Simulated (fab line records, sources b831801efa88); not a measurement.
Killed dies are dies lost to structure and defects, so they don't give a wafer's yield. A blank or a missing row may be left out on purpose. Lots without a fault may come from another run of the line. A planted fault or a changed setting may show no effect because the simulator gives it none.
Which tool did it? | flow sky130 | 13 lots, 39 wafers sampled, at 3 steps of a route of 708

WHAT THE GAUGES READ, wafer by wafer
SKY_NWELL_RS_MEAS_29: measures by four-point-probe. Usual: NWELL_RS 617.5 ohm/sq, standard deviation 1.8.
lot  | measured     | on            | NWELL_RS (ohm/sq) | flag
L555 | day 5 20:46  | film_metro-03 | 613.3 615.9 614.9 |
L558 | day 6 15:02  | film_metro-02 | 618.3 618.6 617.9 |
L559 | day 6 15:41  | film_metro-02 | 616.0 616.0 615.6 |
L560 | day 7 01:32  | film_metro-02 | 617.7 619.2 618.3 |
L562 | day 7 13:27  | film_metro-02 | 617.8 616.1 616.7 |
L563 | day 7 17:58  | film_metro-03 | 619.2 620.3 616.3 |
L565 | day 8 06:59  | film_metro-02 | 616.9 618.5 616.2 |
L566 | day 8 13:10  | film_metro-01 | 619.7 616.3 618.9 |
L568 | day 9 02:11  | film_metro-01 | 619.0 618.1 618.7 |
L573 | day 10 10:16 | film_metro-03 | 617.5 618.2 617.3 |
L574 | day 10 19:27 | film_metro-01 | 621.1 621.5 618.1 |
L575 | day 11 00:22 | film_metro-01 | 618.4 618.3 619.3 |
L576 | day 11 03:02 | film_metro-03 | 614.7 615.5 616.7 |

SKY_SONOS_ONO_THK_MEAS_01. Usual: SONOS_ONO_OXIDATION_THK 2.59 nm, standard deviation 0.05.
lot  | measured     | on            | SONOS_ONO_OXIDATION_THK (nm) | flag
L555 | day 12 09:41 | film_metro-03 | 2.65 2.55 2.62               |
L558 | day 13 06:20 | film_metro-04 | 2.55 2.55 2.63               |
L559 | day 13 06:58 | film_metro-04 | 2.70 2.65 2.62               |
L560 | day 13 20:39 | film_metro-03 | 2.66 2.58 2.66               |
L562 | day 14 11:20 | film_metro-01 | 2.50 2.56 2.53               |
L563 | day 14 17:43 | film_metro-01 | 2.63 2.58 2.58               |
L565 | day 15 11:17 | film_metro-03 | 2.64 2.64 2.68               |
L566 | day 15 20:20 | film_metro-03 | 2.62 2.59 2.63               |
L568 | day 16 21:28 | film_metro-01 | 2.54 2.61 2.55               |
L573 | day 18 04:24 | film_metro-03 | 2.69 2.65 2.66               |
L574 | day 18 17:01 | film_metro-04 | 2.59 2.59 2.58               |
L575 | day 18 21:24 | film_metro-03 | 2.59 2.65 2.58               |
L576 | day 18 23:05 | film_metro-01 | 2.54 2.55 2.54               |

WHICH TOOL RAN EACH LOT (tool, then ch and the chambers of the sampled wafers, then the start)
lot  | SKY_NWELL_STRIP_14
L555 | plasma_asher-02 ch 0,1, day 5 02:47
L558 | plasma_asher-03 ch 0,1, day 5 19:35
L559 | plasma_asher-03 ch 0,1, day 5 20:38
L560 | plasma_asher-02 ch 0,1, day 6 05:55
L562 | plasma_asher-03 ch 0,1, day 6 17:34
L563 | plasma_asher-02 ch 0,1, day 6 22:28
L565 | plasma_asher-03 ch 0,1, day 7 10:01
L566 | plasma_asher-03 ch 0,1, day 7 15:43
L568 | plasma_asher-04 ch 0,1, day 8 04:22
L573 | plasma_asher-02 ch 0,1, day 9 11:19
L574 | plasma_asher-04 ch 0,1, day 9 20:16
L575 | plasma_asher-03 ch 0,1, day 10 01:04
L576 | plasma_asher-04 ch 0,1, day 10 02:55
- SKY_NWELL_STRIP_14: strips in O2/N2.

WHAT THE TOOLS THEMSELVES READ (means of the sampled wafers that have a number; where no wafer has one, the mark that the record gives instead)
SKY_NWELL_STRIP_14. Usual: drypump_motor_current_A 6.0 A, standard deviation 0.43; o2_flow_sccm 3001 sccm, standard deviation 8.4; oes_product_au 0.723 a.u., standard deviation 0.0044; strip_time_to_endpoint_s 36.89 s, standard deviation 0.1.
lot  | tool            | drypump_motor_current_A (A) | o2_flow_sccm (sccm) | oes_product_au (a.u.) | strip_time_to_endpoint_s (s) | flag
L555 | plasma_asher-02 | 6.0                         | 3007                | 0.723                 | 36.91                        |
L558 | plasma_asher-03 | 6.2                         | 2994                | 0.720                 | 36.86                        |
L559 | plasma_asher-03 | 5.8                         | 2994                | 0.722                 | 37.00                        |
L560 | plasma_asher-02 | 6.1                         | 2996                | 0.723                 | 36.86                        |
L562 | plasma_asher-03 | 5.9                         | 3010                | 0.721                 | 36.77                        |
L563 | plasma_asher-02 | 6.0                         | 3009                | 0.722                 | 36.94                        |
L565 | plasma_asher-03 | 5.9                         | 3008                | 0.716                 | 36.87                        |
L566 | plasma_asher-03 | 5.8                         | 3001                | 0.725                 | 37.04                        |
L568 | plasma_asher-04 | 6.0                         | 3001                | 0.721                 | 36.89                        |
L573 | plasma_asher-02 | 6.1                         | 3002                | 0.722                 | 36.98                        |
L574 | plasma_asher-04 | 6.0                         | 2999                | 0.724                 | 36.88                        |
L575 | plasma_asher-03 | 5.8                         | 2995                | 0.724                 | 36.86                        |
L576 | plasma_asher-04 | 6.2                         | 3007                | 0.726                 | 36.82                        |

THE ANSWER, worked out from the rows above alone
Rule: a lot is off if the mean of its wafers that have a number lies more than 3 standard deviations from the usual mean. A lot without any number at a reading at which 4 lots or more have one is off too. The other lots that the step has rows for count as sound. The gauges are gone through in route order, then the tools' own readings, and for those a lot's mean is taken as printed above. The first step at which some lot is off is used, and at that step the reading that is off furthest; a lot without a number counts as furthest.
No lot is off at any reading shown: from this, nothing can be told.

WHAT THE SIMULATOR HAD PUT IN
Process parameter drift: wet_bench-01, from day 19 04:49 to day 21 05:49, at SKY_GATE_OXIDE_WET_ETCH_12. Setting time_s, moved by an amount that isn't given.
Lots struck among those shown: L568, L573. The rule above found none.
